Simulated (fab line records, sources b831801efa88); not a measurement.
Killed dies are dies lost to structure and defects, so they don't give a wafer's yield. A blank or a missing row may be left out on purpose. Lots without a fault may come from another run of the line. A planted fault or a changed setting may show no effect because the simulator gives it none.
Which tool did it? | flow sky130 | 12 lots, 36 wafers sampled, at 1 step of a route of 708

WHAT THE GAUGES READ, wafer by wafer
SKY_CONTACT_BOW_MEAS_05.
lot  | measured     | on            | CONTACT_BOW (um)
L075 | day 31 06:11 | film_metro-01 | 77 81 93
L077 | day 32 07:04 | film_metro-02 | 82 81 65
L079 | day 32 19:05 | film_metro-04 | 80 77 87
L081 | day 33 13:58 | film_metro-01 | 81 82 96
L083 | day 34 15:46 | film_metro-02 | 84 75 83
L086 | day 34 23:57 | film_metro-04 | 85 96 82
L087 | day 35 12:38 | film_metro-01 | 86 65 74
L089 | day 36 01:41 | film_metro-04 | 84 88 96
L091 | day 36 12:11 | film_metro-02 | 92 90 89
L093 | day 37 00:04 | film_metro-01 | 79 79 82
L094 | day 38 00:04 | film_metro-01 | 70 79 91
L097 | day 38 03:42 | film_metro-01 | 63 78 70

WHICH TOOL RAN EACH LOT (tool, then ch and the chambers of the sampled wafers, then the start)
The record holds no process step before these readings.

THE ANSWER, worked out from the rows above alone
Rule: what is usual is taken from the lots themselves. Put in order of their means at a reading, lots are off if they are a third of the lots or fewer, leave a main group of 4 or more, and stand apart from it by a gap of 3 or more times the standard deviation of the main group's means; of several such gaps the widest counts. A main group whose means are all the same, to the digits that the tables above print for the reading, isn't used. A lot without any number at a reading at which 4 lots or more have one is off too. The other lots that the step has rows for count as sound.
No lot is off at any reading shown: from this, nothing can be told.

WHAT THE SIMULATOR HAD PUT IN
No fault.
